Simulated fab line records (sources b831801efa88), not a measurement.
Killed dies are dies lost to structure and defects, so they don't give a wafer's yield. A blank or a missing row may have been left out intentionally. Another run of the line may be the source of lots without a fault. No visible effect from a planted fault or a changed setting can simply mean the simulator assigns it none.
2 desks, one fault    flow gf180mcu    every desk sees just its own numbers, and what lay behind them comes last

== METROLOGY DESK ==
What the gauges read for every lot (on any tool): the sampled wafers with a number, averaged. The brackets show how far a lot's mean lies from the usual mean; more than 4 standard deviations puts the lot out of limits, marked OUT.
Columns: A = V2_W_THK at GF_V2_THK_MEAS_25, usual 356 nm
lot   first seen here  A
L773  day 20 05:55     356
L775  day 21 06:22     356
L776  day 21 11:28     354
L777  day 21 21:35     354
L779  day 22 10:06     355
L780  day 23 03:34     363
L781  day 23 06:27     360
L784  day 24 11:48     355
L787  day 25 09:13     352
L788  day 25 16:08     351
L789  day 26 02:09     359
L794  day 27 09:38     358
L796  day 28 08:08     349
Finding of this desk: none of the 13 lots has anything out of limits.

== TOOL OWNER'S DESK, lithoTrack-02 ==
Per lot that ran on this tool, the mean of the sampled wafers carrying a number, from the tool's own readings at GF_TOP_METAL_SOFTBAKE_10 (time 60 s). The brackets show how far a lot's mean lies from the usual mean; more than 4 standard deviations puts the lot out of limits, marked OUT.
Columns: A = heaterPowerTotalW at GF_TOP_METAL_SOFTBAKE_10, usual 56.60 W; B = runLengthS at GF_TOP_METAL_SOFTBAKE_10, usual 89.11 s
lot   first seen here  A                        B
L776  day 28 15:05     56.54                    89.17
L779  day 29 09:01     56.55                    89.18
L781  day 30 03:40     56.57                    89.17
L788  day 32 00:46     61.58 (+99 or more) OUT  75.92 (-99 or more) OUT
L789  day 32 08:19     61.61 (+99 or more) OUT  75.93 (-99 or more) OUT
This desk's finding: out of limits on L788, L789; first on L788, day 32 00:46 (heaterPowerTotalW at GF_TOP_METAL_SOFTBAKE_10). L776, L779, L781: within limits.

== TAKEN TOGETHER ==
At day 32 00:46, on L788, L789, the tool owner's desk was in a position to raise an alarm.
Nothing out of limits was seen by the metrology desk.
The metrology desk holds a record of L788, L789, inside its limits.
On lithoTrack-02, each named lot ran GF_TOP_METAL_SOFTBAKE_10.

== WHAT THE SIMULATOR HAD INSERTED ==
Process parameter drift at GF_TOP_METAL_SOFTBAKE_10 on lithoTrack-02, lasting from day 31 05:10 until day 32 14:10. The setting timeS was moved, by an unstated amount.
Lots struck among those shown: L788, L789.
Hours from the fault's start to each desk's first reading out of limits: the tool owner's desk, 20.
